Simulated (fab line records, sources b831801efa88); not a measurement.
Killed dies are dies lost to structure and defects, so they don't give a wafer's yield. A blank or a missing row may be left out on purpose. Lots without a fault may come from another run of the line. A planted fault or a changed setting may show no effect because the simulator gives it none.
A struck lot beside a sound one | flow gf180mcu | 17 steps out of a route of 602
Sound: wafers L554.1, L554.3, L554.6. Struck: wafers L564.1, L564.5, L564.6. The cause comes at the end.
At each step with rows: each side's tool, then ch and its chambers, then its first start. Under that, the readings that differ: sound wafers | struck wafers | difference of the means | sigmas: that difference in standard deviations of wafers without a fault.
alike: readings whose means differ by less than 2 such deviations, and words and numbers that are the same on both sides. not compared: withheld readings, readings that some wafer has no value for, bounds like >300 that may hide the same value, and numbers for which the record gives no deviation and whose values overlap.
The two part at a step that has a row with sigmas, a row that says differs or no value, or rows on one side only. Numbers that don't overlap but have no deviation are shown without sigmas and don't part them. A reading that every wafer of one side lacks parts them only if that side has two wafers or more.

first, 2 steps without rows for these wafers: GF_DNWELL_DEVELOP_06 (develop time 60 s); GF_DNWELL_IMPLANT_07.
GF_DNWELL_STRIP_08: strips in O2/N2.
  sound on plasma_asher-03 ch 0,1, day 2 23:49; struck on plasma_asher-03 ch 0,1, day 4 22:55
  alike: drypump_motor_current_A, heater_power_w, oes_product_au, strip_time_to_endpoint_s
  not compared: rf_hours_counter_h
GF_DNWELL_TW_MEAS_09:
  sound on film_metro-04, day 2 23:55; struck on film_metro-03, day 4 23:01
  alike: DNWELL_TW
then, 7 steps without rows for these wafers: GF_NWELL_DEHYDRATE_00 (time 60 s); GF_NWELL_HMDS_01 (prime time 60 s); GF_NWELL_COAT_02 (resist thk 3000 nm); GF_NWELL_SOFTBAKE_03; GF_NWELL_EXPOSE_04 (exposes mask Nwell, target cd 860 nm); GF_NWELL_PEB_05; GF_NWELL_DEVELOP_06 (develop time 60 s).
GF_NWELL_OVL_MEAS_07:
  sound on overlay-01, day 3 12:22; struck on overlay-01, day 5 13:07
  alike: NWELL_OVL
GF_NWELL_IMPLANT_08:
  sound on implanter-04 ch 0, day 3 12:24; struck on implanter-04 ch 0, day 5 13:09
  reading            | sound                            | struck                       | difference | sigmas
  beam_on_s (s)      | 9.71 10.00 10.12                 | 48.71 47.53 49.56            | +38.66     | +99 or more
  dose_ions_cm2      | 1.4992e+13 1.4964e+13 1.4995e+13 | 1.13e+14 1.13e+14 1.1301e+14 | +9.80e+13  | +99 or more
  faraday_current_uA | 86.6 84.2 83.7                   | 130.4 133.5 129.1            | +46.2      | +27
then, 1 step without rows for these wafers: GF_NWELL_IMPLANT_09.
GF_NWELL_STRIP_10: strips in O2/N2.
  sound on plasma_asher-02 ch 0,1, day 3 12:42; struck on plasma_asher-03 ch 0,1, day 5 13:27
  reading                      | sound             | struck            | difference | sigmas
  strip_time_to_endpoint_s (s) | 37.25 37.17 37.15 | 36.93 36.83 36.86 | -0.32      | -3
  alike: drypump_motor_current_A, heater_power_w, oes_product_au
  not compared: rf_hours_counter_h
GF_NWELL_TW_MEAS_11:
  sound on film_metro-01, day 3 12:48; struck on film_metro-01, day 5 13:52
  reading  | sound          | struck         | difference | sigmas
  NWELL_TW | 1597 1589 1601 | 2926 2921 2920 | +1327      | +63
  not compared: hold
GF_PASSIVATION_PROBE_99:
  the record has rows for the sound wafers here (prober-02, day 29 08:34) and none for the struck ones

WHERE THEY PART
First at GF_NWELL_IMPLANT_08; last, within this record, at GF_PASSIVATION_PROBE_99.

WHY: what the simulator had put in
Process parameter drift: implanter-04, from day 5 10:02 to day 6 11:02, at GF_NWELL_IMPLANT_08. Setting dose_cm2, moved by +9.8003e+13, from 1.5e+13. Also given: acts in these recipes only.
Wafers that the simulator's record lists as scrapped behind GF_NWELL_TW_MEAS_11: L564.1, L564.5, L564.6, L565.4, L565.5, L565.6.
